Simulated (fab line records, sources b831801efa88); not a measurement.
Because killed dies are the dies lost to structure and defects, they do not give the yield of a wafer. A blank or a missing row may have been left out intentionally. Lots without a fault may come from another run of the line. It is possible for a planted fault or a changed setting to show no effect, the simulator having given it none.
A lot that was struck, set against a sound lot    flow sky130    35 steps out of a route of 708
Sound: wafers L858.2, L858.3, L858.5. Wafers struck: L868.1, L868.2, L868.6. The cause is named last.
Each step with rows lists, per side, the tool, then ch with its chambers, then its first start. Under that, the readings that differ: sound wafers    struck wafers    difference of the means    sigmas: that difference in standard deviations of wafers without a fault.
alike: a reading whose means differ by less than 2 such deviations, as well as words and numbers matching on both sides. not compared: withheld readings; readings where some wafer has no value; bounds like >300 that might hide an equal value; numbers whose values overlap and for which the record gives no deviation.
A row with sigmas, a row that says differs or no value, or rows on one side alone: a step with any of these is where the two part. Numbers that don't overlap but have no deviation are shown without sigmas and don't part them. A reading missing from all wafers of one side parts the sides only when that side holds two or more wafers.

SKY_SD_P_CD_MEAS_07: the cd target is 380 nm.
  sound on cd sem-01 at day 28 13:15; struck on cd sem-01 at day 31 03:02
  alike: cd nm
SKY_SD_P_OVL_MEAS_08:
  sound on overlay-02 at day 28 13:21; struck on overlay-02 at day 31 03:09
reading        sound           struck       difference  sigmas
SD_P_OVL (nm)  -2.7 -2.4 -1.6  1.6 0.7 2.1  +3.7        +2
next, for these wafers, 1 step has no rows: SKY_SD_P_IMPLANT_09.
SKY_SD_P_STRIP_10: strips in O2/N2.
  sound on plasma asher-02 ch 0,1, day 28 13:32; struck on plasma asher-01 ch 0,1, day 31 03:20
  alike: drypump motor current A, oes product au, strip time to endpoint s
  not compared: rf hours counter h
SKY_SD_P_TW_MEAS_11:
  sound on film metro-01 at day 28 13:38; struck on film metro-01 at day 31 03:26
reading  sound           struck          difference  sigmas
SD_P_TW  2942 2954 2928  2888 2879 2887  -57         -2
then, 7 steps without rows for these wafers: SKY_RES_XHIGH_DEHYDRATE_00 (time 60 s); SKY_RES_XHIGH_HMDS_01 (prime time 60 s); SKY_RES_XHIGH_COAT_02 (resist thk 1140 nm); SKY_RES_XHIGH_SOFTBAKE_03 (time 60 s); SKY_RES_XHIGH_EXPOSE_04 (exposes mask URPM, target cd 1270 nm); SKY_RES_XHIGH_PEB_05; SKY_RES_XHIGH_DEVELOP_06 (develop time 60 s).
SKY_RES_XHIGH_IMPLANT_07:
  sound on implanter-03 ch 0, day 29 17:18; struck on implanter-04 ch 0, day 32 07:11
reading        sound                          struck                        difference  sigmas
beam on s (s)  37 37 36                       24 23 24                      -13         -3
dose ions cm2  3.602e+14 3.603e+14 3.606e+14  2.04e+14 2.041e+14 2.036e+14  -1.56e+14   -99 or more
SKY_RES_XHIGH_STRIP_08: strips in O2/N2.
  sound on plasma asher-01 ch 0,1, day 29 17:26; struck on plasma asher-01 ch 0,1, day 32 07:20
reading                       sound              struck             difference  sigmas
strip time to endpoint s (s)  14.31 14.27 14.28  14.17 14.12 14.17  -0.13       -4
  alike: drypump motor current A, oes product au
  not compared: rf hours counter h
SKY_RES_XHIGH_TW_MEAS_09:
  sound on film metro-02 at day 29 17:32; struck on film metro-02 at day 32 07:26
reading       sound           struck          difference  sigmas
RES_XHIGH_TW  1651 1658 1660  1394 1400 1391  -261        -22
then, 7 steps without rows for these wafers: SKY_SD_N_DEHYDRATE_00 (time 60 s); SKY_SD_N_HMDS_01 (prime time 60 s); SKY_SD_N_COAT_02 (resist thk 1140 nm); SKY_SD_N_SOFTBAKE_03 (time 60 s); SKY_SD_N_EXPOSE_04 (exposes mask NSDM, target cd 380 nm); SKY_SD_N_PEB_05; SKY_SD_N_DEVELOP_06 (develop time 60 s).
SKY_SD_N_CD_MEAS_07: the cd target is 380 nm.
  sound on cd sem-01 at day 30 21:20; struck on cd sem-01 at day 33 10:24
  alike: cd nm
SKY_SD_N_OVL_MEAS_08:
  sound on overlay-02 at day 30 21:26; struck on overlay-01 at day 33 10:31
  alike: SD_N_OVL
then, 2 steps without rows for these wafers: SKY_SD_N_IMPLANT_09; SKY_SD_N_IMPLANT_10.
SKY_SD_N_STRIP_11: strips in O2/N2.
  sound on plasma asher-03 ch 0,1, day 30 21:46; struck on plasma asher-03 ch 0,1, day 33 10:51
  alike: drypump motor current A, oes product au, strip time to endpoint s
  not compared: rf hours counter h
SKY_SD_N_TW_MEAS_12:
  sound on film metro-02 at day 30 21:53; struck on film metro-01 at day 33 10:57
  alike: SD_N_TW
then, 1 step without rows for these wafers: SKY_SD_N_CLEAN_13 (cleans in SC1/SC2, time 150 s).
SKY_SD_N_RTA_14: time 2 s.
  sound on rtp anneal-01 ch 0, day 30 21:59; struck on rtp anneal-02 ch 0, day 33 11:04
  alike: lamp power pct, wafer_temp_C_max
SKY_SD_N_RS_MEAS_16: uses a four-point probe to measure.
  sound on film metro-02 at day 30 22:10; struck on film metro-02 at day 33 11:14
  alike: SD_N_RS
SKY_SD_N_RS_MEAS_17: uses a four-point probe to measure.
  sound on film metro-02 at day 30 22:17; struck on film metro-02 at day 33 11:22
  alike: SD_P_RS
SKY_SD_N_RS_MEAS_18: uses a four-point probe to measure.
  sound on film metro-02 at day 30 22:25; struck on film metro-02 at day 33 11:29
reading                sound              struck             difference  sigmas
RES_XHIGH_RS (ohm/sq)  331.5 329.9 330.3  527.5 527.9 527.8  +197.2      +99 or more
then, 1 step without rows for these wafers: SKY_SALICIDE_CLEAN_00 (cleans in HF-last, time 29.05 s).
-- the record jumps here: 16 days lie between the struck wafers' starts before and after (it left off in module SALICIDE and takes up again in module PAD_OPEN, whose first step shown is number 708 of the route) --
SKY_PAD_OPEN_PROBE_99:
  sound on prober-01 at day 48 00:49; struck on prober-02 at day 49 18:43
reading                                             sound                 struck                     difference  sigmas
model.etest.res xhigh po.line ohm um                5695 5425 5682        2e+04 1.923e+04 1.943e+04  +1e+04      
model.etest.res xhigh po.rs ohm sq                  1990 1893 2003        6939 6705 6886             +4881       
model.etest.res xhigh po.rs ohm sq range            86.44 83.57 95.19     507 334.7 381.4            +319        
model.etest.res xhigh po.rs ohm sq rim less centre  -73.61 -74.07 -80.86  -398.9 -251.3 -331.5       -251.1      
  alike: killed_at_M0_to_M3, killed_at_M4_up, killed at contacts, killed at front end, killed at other, killed dies, killed open, killed short

WHERE THEY PART
Earliest at SKY_SD_P_OVL_MEAS_08; latest, in this record, at SKY_SD_N_RS_MEAS_18. Later steps at which nothing parts them and some readings are alike: SKY_PAD_OPEN_PROBE_99.

WHY: the cause the simulator had injected
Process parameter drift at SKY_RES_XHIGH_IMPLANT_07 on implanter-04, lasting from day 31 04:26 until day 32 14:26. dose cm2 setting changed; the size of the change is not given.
